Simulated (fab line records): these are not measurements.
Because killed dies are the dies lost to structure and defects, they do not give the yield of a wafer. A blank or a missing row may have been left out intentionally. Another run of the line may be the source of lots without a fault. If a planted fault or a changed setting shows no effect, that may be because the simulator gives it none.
Which of the tools did it? | flow sfq_line | route of 325 steps, sampled at 1 step: 14 lots, 42 wafers

== WHAT THE GAUGES SHOWED, per wafer ==
The record holds no reading of a measuring or inspecting step that can be judged against a usual standard deviation.

== WHICH TOOL RAN EACH LOT (tool, then ch and the chambers of the sampled wafers, then the start) ==
lot  | SFQ_TRILAYER_A5B_DEP_PECVD_129
L383 | pecvd-02 ch 0,1, day 70 07:03
L385 | pecvd-03 ch 0,2, day 70 20:40
L386 | pecvd-04 ch 0,1, day 70 23:59
L387 | pecvd-03 ch 0,1,2, day 71 05:59
L388 | pecvd-02 ch 0,1,2, day 71 14:23
L390 | pecvd-04 ch 0,1, day 73 04:54
L391 | pecvd-04 ch 0,1,2, day 73 10:55
L394 | pecvd-02 ch 1,2, day 74 12:06
L395 | pecvd-04 ch 0,1, day 74 15:43
L396 | pecvd-02 ch 1,2, day 74 21:44
L403 | pecvd-02 ch 1,2, day 77 05:50
L404 | pecvd-04 ch 1,2, day 77 09:37
L405 | pecvd-03 ch 0,2, day 77 10:38
L406 | pecvd-02 ch 0,1,2, day 77 12:01
- SFQ_TRILAYER_A5B_DEP_PECVD_129: deposits SiO2 from SiH4/N2O, time 133.33 s, target thk 600 nm.

== AS READ BY THE TOOLS THEMSELVES (means over the sampled wafers that have a number; for cases with no such wafer, the mark the record gives instead) ==
SFQ_TRILAYER_A5B_DEP_PECVD_129.
lot  | tool     | chamber_pressure_Torr (Torr) | heater_power_outer_w (W) | heater_power_w (W) | throttle_valve_pct (%)
L383 | pecvd-02 | 2.395                        | 30                       | 82                 | 24.2
L385 | pecvd-03 | 2.402                        | 25                       | 73                 | 24.1
L386 | pecvd-04 | 2.402                        | 34                       | 90                 | 25.2
L387 | pecvd-03 | 2.401                        | 26                       | 74                 | 24.8
L388 | pecvd-02 | 2.398                        | 34                       | 83                 | 23.9
L390 | pecvd-04 | 2.402                        | 37                       | 92                 | 23.6
L391 | pecvd-04 | 2.401                        | 31                       | 84                 | 23.8
L394 | pecvd-02 | 2.396                        | 32                       | 78                 | 23.6
L395 | pecvd-04 | -                            | -                        | -                  | -
L396 | pecvd-02 | -                            | -                        | -                  | -
L403 | pecvd-02 | 2.396                        | 28                       | 76                 | 24.4
L404 | pecvd-04 | 2.401                        | 30                       | 84                 | 24.2
L405 | pecvd-03 | 2.398                        | 24                       | 73                 | 24.5
L406 | pecvd-02 | 2.401                        | 32                       | 83                 | 24.1

== THE ANSWER, worked out from the rows above alone ==
Rule: what is usual is taken from the lots themselves. The widest of any qualifying gaps counts: lots, ordered by their means at a reading, are off when they make up no more than a third of the lots, leave a main group of 4 or more, and stand apart from it by 3 or more times the standard deviation of that group's means. A main group is skipped when, at the precision printed for the reading in the tables above, its means are all equal. A lot without any number at a reading at which 4 lots or more have one is off too. Where the step has rows for the other lots, those lots are counted as sound. The gauges are gone through in route order, then the tools' own readings, and for those a lot's mean is taken as printed above. At the first step where some lot is off, the reading lying furthest off is the one used; lots without a number count as furthest.
Off, at SFQ_TRILAYER_A5B_DEP_PECVD_129 on chamber_pressure_Torr: L395, L396. Without a number there: L395, L396. For the main group the mean is 2.399 Torr and the standard deviation 0.0025.
A tool fits if, at that step or a process step before it, it ran every lot that is off, and no sound lot after the first of them. No candidate that was tried fits.

== WHAT THE SIMULATOR PUT IN ==
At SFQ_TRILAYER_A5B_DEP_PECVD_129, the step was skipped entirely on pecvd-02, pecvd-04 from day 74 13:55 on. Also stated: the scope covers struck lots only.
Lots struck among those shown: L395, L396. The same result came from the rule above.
